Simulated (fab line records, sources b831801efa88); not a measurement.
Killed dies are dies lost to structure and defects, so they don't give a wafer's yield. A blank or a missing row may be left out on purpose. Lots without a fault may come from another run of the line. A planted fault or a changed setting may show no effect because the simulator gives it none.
Chamber matching | flow sky130 | SKY_VIA1_ETCH_15 on rie_diel-04: 4 sister chambers
The step etches SiO2 in C4F8/O2/Ar, stops on TiN, target depth 351 nm, time 54 s. 4 wafers are shown with their chamber, then 11 later ones without.

WAFERS WITH THEIR CHAMBER
wafer  | chamber | oes_product_au (a.u.)
L083.3 | 1       | 0.988
L085.1 | 3       | 0.984
L085.5 | 2       | 0.982
L086.2 | 0       | 0.970

WAFERS WITHOUT THEIR CHAMBER
wafer  | oes_product_au (a.u.)
L086.3 | 0.981
L086.4 | 0.973
L094.2 | 0.977
L094.3 | 0.981
L094.5 | 0.987
L093.1 | 0.988
L093.3 | 0.982
L093.5 | 0.978
L096.1 | 0.982
L096.2 | 0.971
L096.4 | 0.973

WHICH CHAMBER EACH WENT THROUGH
wafer  | from the rows above          | in truth
L086.3 | can't be placed: 2 or 3      | 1
L086.4 | 0                            | 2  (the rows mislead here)
L094.2 | can't be placed: 2 or 0 or 3 | 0
L094.3 | can't be placed: 2 or 3      | 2
L094.5 | can't be placed: 1 or 3 or 2 | 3
L093.1 | can't be placed: 1 or 3      | 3
L093.3 | can't be placed: 2 or 3      | 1
L093.5 | can't be placed: 2 or 3 or 0 | 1
L096.1 | can't be placed: 2 or 3      | 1
L096.2 | 0                            | 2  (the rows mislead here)
L096.4 | 0                            | 0
Placed correctly: 1 of 11. Can't be placed from these rows: 8 (the true chamber is among the candidates in 4). Placed wrongly: 2.
How it was worked out, from the rows above alone: a wafer's distance from a chamber is the root of the sum, over the readings, of the square of ((its reading less the chamber's mean) divided by the reading's scatter). The wafer belongs to the nearest chamber; if the next one is less than 2 further off, it can't be placed. A chamber's mean is the mean of its shown wafers. The scatter: with one shown wafer a chamber, the root of the mean of the squares of how far each hidden wafer lies from its nearest shown one.
